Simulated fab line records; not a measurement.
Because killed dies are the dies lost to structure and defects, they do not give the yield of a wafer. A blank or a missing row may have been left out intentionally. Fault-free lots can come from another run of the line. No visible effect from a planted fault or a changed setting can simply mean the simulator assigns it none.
A sampling plan put to the test | flow sky130 | one fab line, 3 faults that these records tell of, each judged on the records of the lots that it struck
The plan consists of the line's own looks: route steps at which the wafer is read by a gauge or an inspection but not changed. A look is open to judgement when struck wafers have a number at it and the file gives its usual mean and standard deviation on fault-free wafers. Caught: 4 or more of those standard deviations (sigma) separate the usual mean from the mean of the struck wafers at a look after the fault's first step. On the tool: the identical test, applied to the tool's own readings at the steps of the fault. If the struck wafers alone have a blank record, or they carry another recipe, that too counts as caught.

## THE FAULTS, as the simulator had put them in
1. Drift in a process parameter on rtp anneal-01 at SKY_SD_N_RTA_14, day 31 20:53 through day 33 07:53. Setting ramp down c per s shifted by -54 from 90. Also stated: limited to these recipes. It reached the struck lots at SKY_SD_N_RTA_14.
2. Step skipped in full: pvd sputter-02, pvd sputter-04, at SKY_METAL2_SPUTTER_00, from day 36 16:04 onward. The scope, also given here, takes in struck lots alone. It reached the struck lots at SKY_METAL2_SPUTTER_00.
3. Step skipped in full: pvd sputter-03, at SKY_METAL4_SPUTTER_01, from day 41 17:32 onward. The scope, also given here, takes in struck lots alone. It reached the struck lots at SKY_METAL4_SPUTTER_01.

## WHAT THE PLAN SAW
fault | on the tool itself                               | first look that catches it                   | reading, sigma | median hours from its first step to that look | hours from the fault's start to the first struck lot there | judged looks passed uncaught
1     | ramp down c per s -99 or beyond sigma            | not the one look that can be judged after it | -              | -                                             | -                                                          | 1
2     | the tool's record is blank for the struck wafers | no look after it can be judged               | -              | -                                             | -                                                          | 0
3     | the tool's record is blank for the struck wafers | no look after it can be judged               | -              | -                                             | -                                                          | 0
A dash: this means the fault isn't caught or the number doesn't appear in these records.

Caught at a look: 0 of 3. Caught on the tool: 3 of 3. By one or the other: 3 of 3.
Faults caught by the tool alone: 1, 2, 3.
